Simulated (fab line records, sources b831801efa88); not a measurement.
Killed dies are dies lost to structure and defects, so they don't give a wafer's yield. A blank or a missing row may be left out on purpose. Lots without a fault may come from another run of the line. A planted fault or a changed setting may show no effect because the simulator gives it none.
Which tool did it? | flow sky130 | 12 lots, 36 wafers sampled, at 5 steps of a route of 708

WHAT THE GAUGES READ, wafer by wafer
SKY_LOCAL_INTERCONNECT_THK_MEAS_02: measures by xrf.
lot  | measured     | on            | LOCAL_INTERCONNECT_TIN_THK (nm)
L870 | day 28 21:11 | film_metro-02 | 99.2 97.5 97.4
L871 | day 29 00:37 | film_metro-04 | 97.9 98.8 98.7
L872 | day 29 19:35 | film_metro-04 | 99.8 100.7 99.8
L873 | day 30 03:17 | film_metro-02 | 98.2 99.4 97.2
L880 | day 32 12:23 | film_metro-02 | 98.0 98.8 100.1
L881 | day 32 20:02 | film_metro-02 | 101.8 100.3 101.3
L882 | day 33 12:33 | film_metro-04 | 97.0 98.5 98.5
L885 | day 34 04:14 | film_metro-01 | 99.4 98.7 98.8
L887 | day 36 06:02 | film_metro-02 | 98.9 98.9 99.4
L888 | day 36 06:35 | film_metro-01 | 99.0 100.1 100.0
L891 | day 36 07:24 | film_metro-01 | 98.4 98.9 98.6
L890 | day 36 08:38 | film_metro-01 | 100.0 99.1 98.9

SKY_LOCAL_INTERCONNECT_OVL_MEAS_12.
lot  | measured     | on         | LOCAL_INTERCONNECT_OVL (nm)
L870 | day 30 00:56 | overlay-01 | 11 5 9
L871 | day 30 04:21 | overlay-02 | -1 -1 0
L872 | day 30 22:16 | overlay-01 | 0 7 5
L873 | day 31 06:28 | overlay-01 | 7 6 8
L880 | day 33 15:31 | overlay-01 | -5 -3 -1
L881 | day 33 23:35 | overlay-01 | -5 3 -3
L882 | day 34 15:34 | overlay-01 | 4 -4 -3
L885 | day 35 06:29 | overlay-01 | 2 3 2
L887 | day 37 08:09 | overlay-02 | 16 5 3
L888 | day 37 09:09 | overlay-01 | -2 -3 -7
L891 | day 37 09:43 | overlay-02 | 3 4 -2
L890 | day 37 10:55 | overlay-01 | 1 -1 0

SKY_VIA2_CD_MEAS_12: target cd 200 nm.
lot  | measured     | on        | cd_nm (nm)
L870 | day 35 22:08 | cd_sem-02 | 198.7 197.7 197.7
L871 | day 36 01:40 | cd_sem-02 | 198.4 198.3 199.0
L872 | day 36 21:06 | cd_sem-01 | 199.9 200.7 200.4
L873 | day 37 04:16 | cd_sem-01 | 198.2 199.6 200.4
L880 | day 39 10:15 | cd_sem-01 | 207.3 206.6 207.7
L881 | day 39 18:07 | cd_sem-01 | 206.5 207.9 205.1
L882 | day 40 07:42 | cd_sem-01 | 205.5 205.0 207.0
L885 | day 40 20:30 | cd_sem-01 | 200.7 200.2 200.4
L887 | day 42 18:58 | cd_sem-02 | 200.8 199.4 199.4
L888 | day 42 19:37 | cd_sem-01 | 200.6 201.7 202.9
L891 | day 42 20:22 | cd_sem-02 | 199.5 199.5 199.1
L890 | day 42 21:26 | cd_sem-02 | 201.5 200.4 199.6

WHICH TOOL RAN EACH LOT (tool, then ch and the chambers of the sampled wafers, then the start)
lot  | SKY_METAL1_SPUTTER_04        | SKY_VIA2_CMP_02
L870 | pvd_sputter-03, day 31 06:47 | cmp-02 ch 1,2,3, day 34 18:49
L871 | pvd_sputter-03, day 31 09:32 | cmp-02 ch 0,2, day 34 22:18
L872 | pvd_sputter-01, day 32 04:48 | cmp-01 ch 0,2, day 35 17:44
L873 | pvd_sputter-01, day 32 12:12 | cmp-02 ch 1,2,3, day 36 01:50
L880 | pvd_sputter-03, day 34 21:15 | cmp-02 ch 0,2, day 38 08:55
L881 | pvd_sputter-02, day 35 05:17 | cmp-02 ch 0,1,2, day 38 17:26
L882 | pvd_sputter-02, day 35 20:29 | cmp-02 ch 0,1,3, day 39 07:33
L885 | pvd_sputter-01, day 36 11:30 | cmp-01 ch 1,3, day 39 19:53
L887 | pvd_sputter-01, day 38 14:23 | cmp-01 ch 0,1, day 41 19:17
L888 | pvd_sputter-02, day 38 15:18 | cmp-02 ch 0,1, day 41 20:14
L891 | pvd_sputter-01, day 38 15:46 | cmp-01 ch 0,3, day 41 20:58
L890 | pvd_sputter-01, day 38 16:47 | cmp-02 ch 0,1, day 41 21:54
- SKY_METAL1_SPUTTER_04: material TiN, target thk 70 nm, time 58.3 s.
- SKY_VIA2_CMP_02: polishes SiO2.

WHAT THE TOOLS THEMSELVES READ (means of the sampled wafers that have a number; where no wafer has one, the mark that the record gives instead)
SKY_METAL1_SPUTTER_04.
lot  | tool           | cathode_dc_power_W (W) | throttle_valve_pct (%)
L870 | pvd_sputter-03 | 6500.2                 | 28.4
L871 | pvd_sputter-03 | 6500.4                 | 29.3
L872 | pvd_sputter-01 | 6500.5                 | 31.3
L873 | pvd_sputter-01 | 6498.8                 | 30.2
L880 | pvd_sputter-03 | 6500.4                 | 28.7
L881 | pvd_sputter-02 | 6500.3                 | 30.8
L882 | pvd_sputter-02 | 6500.1                 | 31.6
L885 | pvd_sputter-01 | 6498.4                 | 30.1
L887 | pvd_sputter-01 | 6500.3                 | 31.3
L888 | pvd_sputter-02 | 6499.8                 | 29.4
L891 | pvd_sputter-01 | 6499.7                 | 30.7
L890 | pvd_sputter-01 | 6500.2                 | 31.1

SKY_VIA2_CMP_02.
lot  | tool   | motor_current_A (A) | platen_rpm (rpm) | slurry_filter_dp_kPa (kPa)
L870 | cmp-02 | 13.2                | 60.00            | 13.48
L871 | cmp-02 | 13.3                | 60.00            | 13.53
L872 | cmp-01 | 11.6                | 60.01            | 13.26
L873 | cmp-02 | 13.0                | 60.01            | 13.66
L880 | cmp-02 | 13.0                | 54.00            | 13.47
L881 | cmp-02 | 13.2                | 53.94            | 13.51
L882 | cmp-02 | 12.6                | 54.00            | 13.59
L885 | cmp-01 | 11.4                | 60.01            | 13.63
L887 | cmp-01 | 12.3                | 59.99            | 13.50
L888 | cmp-02 | 12.5                | 60.03            | 13.53
L891 | cmp-01 | 12.3                | 59.96            | 13.55
L890 | cmp-02 | 11.7                | 60.02            | 13.48

THE ANSWER, worked out from the rows above alone
Rule: what is usual is taken from the lots themselves. Put in order of their means at a reading, lots are off if they are a third of the lots or fewer, leave a main group of 4 or more, and stand apart from it by a gap of 3 or more times the standard deviation of the main group's means; of several such gaps the widest counts. A main group whose means are all the same, to the digits that the tables above print for the reading, isn't used. A lot without any number at a reading at which 4 lots or more have one is off too. The other lots that the step has rows for count as sound. The gauges are gone through in route order, then the tools' own readings, and for those a lot's mean is taken as printed above. The first step at which some lot is off is used, and at that step the reading that is off furthest; a lot without a number counts as furthest.
Off: L880, L881, L882, at SKY_VIA2_CD_MEAS_12 (cd_nm). The main group: mean 199.8 nm, standard deviation 1.
A tool fits if, at a process step before that reading, it ran every lot that is off, and no sound lot after the first of them. The gauges at SKY_VIA2_CD_MEAS_12 aren't tried: what is off there is off at SKY_VIA2_CMP_02 too, on other tools, and a gauge's error can't cause that. None of those tried fits.

WHAT THE SIMULATOR HAD PUT IN
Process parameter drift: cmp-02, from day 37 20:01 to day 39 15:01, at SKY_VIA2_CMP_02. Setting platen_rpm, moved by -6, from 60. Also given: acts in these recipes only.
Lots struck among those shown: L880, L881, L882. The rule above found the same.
